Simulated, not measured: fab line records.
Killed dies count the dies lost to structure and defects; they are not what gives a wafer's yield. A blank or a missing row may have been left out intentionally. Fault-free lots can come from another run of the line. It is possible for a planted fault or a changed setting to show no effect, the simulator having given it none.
Comparing a struck lot with a sound one / flow sky130 / 17 out of 708 route steps
Sound: the wafers L182.2, L182.5, L182.6. Struck: wafers L188.1, L188.4, L188.6. The cause comes at the end.
For every step that has rows: the tool of each side, followed by ch and its chambers, followed by its first start. Under that, the readings that differ: sound wafers / struck wafers / difference of the means / sigmas: that difference in standard deviations of wafers without a fault.
alike: readings whose means differ by less than 2 such deviations, and words and numbers that are the same on both sides. not compared: withheld readings, readings that some wafer has no value for, bounds like >300 that may hide the same value, and numbers for which the record gives no deviation and whose values overlap.
A row with sigmas, a row that says differs or no value, or rows on one side alone: a step with any of these is where the two part. Numbers that don't overlap but have no deviation are shown without sigmas and don't part them. Lack of a reading on every wafer of one side parts them only where that side has two or more wafers.

SKY_LDD_P_OVL_MEAS_08:
  struck on overlay-02, day 23 09:10; sound on overlay-02, day 21 05:40
  alike: LDD_P_OVL
after that, 1 step had no rows for these wafers: SKY_LDD_P_IMPLANT_09.
SKY_LDD_P_STRIP_10: strips in O2/N2.
  sound on plasma asher-02 ch 0,1, day 21 05:51; struck on plasma asher-02 ch 0,1, day 23 09:21
reading=oes product au (a.u.); sound=0.713 0.703 0.708; struck=0.726 0.720 0.722; difference=+0.015; sigmas=+3
  alike: drypump motor current A, strip time to endpoint s
  not compared: rf hours counter h
SKY_LDD_P_TW_MEAS_11:
  struck on film metro-04, day 23 09:27; sound on film metro-02, day 21 05:58
  alike: LDD_P_TW
then, 7 steps without rows for these wafers: SKY_LDD_HVN_DEHYDRATE_00 (time 60 s); SKY_LDD_HVN_HMDS_01 (prime time 60 s); SKY_LDD_HVN_COAT_02 (resist thk 300 nm); SKY_LDD_HVN_SOFTBAKE_03 (time 60 s); SKY_LDD_HVN_EXPOSE_04 (exposes mask HVNTM, target cd 700 nm); SKY_LDD_HVN_PEB_05; SKY_LDD_HVN_DEVELOP_06 (develop time 60 s).
SKY_LDD_HVN_OVL_MEAS_07:
  struck on overlay-02, day 24 15:37; sound on overlay-02, day 22 12:14
  alike: LDD_HVN_OVL
SKY_LDD_HVN_IMPLANT_08:
  sound on implanter-01 ch 0, day 22 12:17; struck on implanter-03 ch 0, day 24 15:40
reading=dose ions cm2; sound=2.9962e+13 3.001e+13 3.0006e+13; struck=3.2122e+13 3.2101e+13 3.2054e+13; difference=+2.0997e+12; sigmas=+70
reading=faraday current uA; sound=167 168 174; struck=176 184 182; difference=+11; sigmas=+3
  alike: tilt deg
SKY_LDD_HVN_STRIP_09: strips in O2/N2.
  sound on plasma asher-02 ch 0,1, day 22 12:25; struck on plasma asher-01 ch 0,1, day 24 15:49
  alike: drypump motor current A, oes product au, strip time to endpoint s
  not compared: rf hours counter h
SKY_LDD_HVN_TW_MEAS_10:
  struck on film metro-01, day 24 15:55; sound on film metro-03, day 22 12:31
reading=LDD_HVN_TW; sound=1451 1443 1447; struck=1465 1473 1462; difference=+20; sigmas=+3
then, 1 step without rows for these wafers: SKY_LDD_HVP_DEHYDRATE_00 (time 60 s).
-- a jump in the record: the struck wafers' starts before and after are 24 days apart (it breaks off in module LDD_HVP and resumes in module PAD_OPEN, where the first step shown is number 708 of the route) --
SKY_PAD_OPEN_PROBE_99:
  struck on prober-01, day 48 17:58; sound on prober-01, day 47 07:21
reading=model.etest.tip_n_5v.rs ohm sq; sound=1392 1394 1401; struck=1317 1319 1316; difference=-78; sigmas=
  alike: killed_at_M0_to_M3, killed_at_M4_up, killed at contacts, killed at front end, killed at other, killed dies, killed open, killed short

== WHERE THEY PART ==
At SKY_LDD_P_STRIP_10 first; at SKY_LDD_HVN_TW_MEAS_10 last (within this record only). Later steps at which nothing parts them and some readings are alike: SKY_PAD_OPEN_PROBE_99.

WHY: whatever the simulator had introduced
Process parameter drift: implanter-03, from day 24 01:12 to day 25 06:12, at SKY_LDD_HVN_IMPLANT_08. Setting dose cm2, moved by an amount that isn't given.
